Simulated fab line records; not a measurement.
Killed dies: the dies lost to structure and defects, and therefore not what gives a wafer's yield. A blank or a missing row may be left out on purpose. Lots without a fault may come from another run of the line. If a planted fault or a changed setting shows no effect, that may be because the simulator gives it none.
Comparing a struck lot with a sound one -- flow sky130 -- 19 steps out of a route of 708
Sound: the wafers L161.1, L161.5, L161.6. The struck wafers were L170.3, L170.4, L170.5. The cause is named last.
At each step with rows: each side's tool, then ch and its chambers, then its first start. Under that, the readings that differ: sound wafers -- struck wafers -- difference of the means -- sigmas: that difference in standard deviations of wafers without a fault.
alike: words and numbers the same on both sides, and readings whose means are apart by under 2 such deviations; not compared: readings that were withheld, readings missing a value for some wafer, numbers with overlapping values and no deviation given by the record, and bounds like >300 which may hide the same value.
Wherever a step has rows on one side only, a row that says differs or no value, or a row with sigmas, the two part there. Numbers that have no deviation but don't overlap get no sigmas and don't part them. Lack of a reading on every wafer of one side parts them only where that side has two or more wafers.

first, 6 steps without rows for these wafers: SKY_LDD_HVN_HMDS_01 (prime time 60 s); SKY_LDD_HVN_COAT_02 (resist thk 300 nm); SKY_LDD_HVN_SOFTBAKE_03 (time 60 s); SKY_LDD_HVN_EXPOSE_04 (exposes mask HVNTM, target cd 700 nm); SKY_LDD_HVN_PEB_05; SKY_LDD_HVN_DEVELOP_06 (develop time 60 s).
SKY_LDD_HVN_OVL_MEAS_07:
  sound on overlay-02, day 21 04:34; struck on overlay-01, day 24 20:44
  alike: LDD_HVN_OVL
then, 1 step without rows for these wafers: SKY_LDD_HVN_IMPLANT_08.
SKY_LDD_HVN_STRIP_09: strips in O2/N2.
  sound on plasmaAsher-02 ch 0,1, day 21 04:45; struck on plasmaAsher-02 ch 0,1, day 24 20:57
  alike: drypumpMotorCurrentA, n2FlowSccm, oesProductAu, stripTimeToEndpointS
  not compared: rfHoursCounterH
SKY_LDD_HVN_TW_MEAS_10:
  sound on filmMetro-01, day 21 04:51; struck on filmMetro-03, day 24 21:02
  alike: LDD_HVN_TW
then, 2 steps without rows for these wafers: SKY_LDD_HVP_DEHYDRATE_00 (time 60 s); SKY_LDD_HVP_HMDS_01 (prime time 60 s).
SKY_LDD_HVP_COAT_02: resist thk 300 nm.
  sound on lithoTrack-03 ch 0, day 21 20:25; struck on lithoTrack-03 ch 0, day 25 12:01
reading,sound,struck,difference,sigmas
spinSpeedRpm (rpm),2999.4 3001.0 3000.3,2948.2 2950.3 2949.5,-50.9,-22
model.NOVOLAK_of_LDD_HVP_COAT_02.thkNm (nm),300.9 300.3 301.2,303.3 304.2 303.2,+2.8,
  alike: dispensePressureKPa
then, 3 steps without rows for these wafers: SKY_LDD_HVP_SOFTBAKE_03 (time 60 s); SKY_LDD_HVP_EXPOSE_04 (exposes mask HVPTM, target cd 700 nm); SKY_LDD_HVP_PEB_05.
SKY_LDD_HVP_DEVELOP_06: develop time 57.81 s.
  sound on lithoTrack-03 ch 0, day 22 11:04; struck on lithoTrack-04 ch 0, day 26 02:50
reading,sound,struck,difference,sigmas
model.NOVOLAK_of_LDD_HVP_COAT_02.thkNm (nm),300.5 299.9 300.8,302.9 303.8 302.8,+2.8,
SKY_LDD_HVP_OVL_MEAS_07:
  sound on overlay-01, day 22 11:13; struck on overlay-02, day 26 02:56
  alike: LDD_HVP_OVL
-- the record jumps here: 23 days lie between the struck wafers' starts before and after (it left off in module LDD_HVP and takes up again in module PAD_OPEN, whose first step shown is number 708 of the route) --
SKY_PAD_OPEN_PROBE_99:
  sound on prober-01, day 46 10:32; struck on prober-02, day 48 18:47
  alike: killed_at_M0_to_M3, killed_at_M4_up, killedAtContacts, killedAtFrontEnd, killedAtOther, killedDies, killedOpen, killedShort

## WHERE THEY PART
At SKY_LDD_HVP_COAT_02 and nowhere else, as far as this record goes. Later steps at which nothing parts them and some readings are alike: SKY_LDD_HVP_OVL_MEAS_07, SKY_PAD_OPEN_PROBE_99.

WHY: what the simulator had put in
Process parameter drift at SKY_LDD_HVP_COAT_02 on lithoTrack-03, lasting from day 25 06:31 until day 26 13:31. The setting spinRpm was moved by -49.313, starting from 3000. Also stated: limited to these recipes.
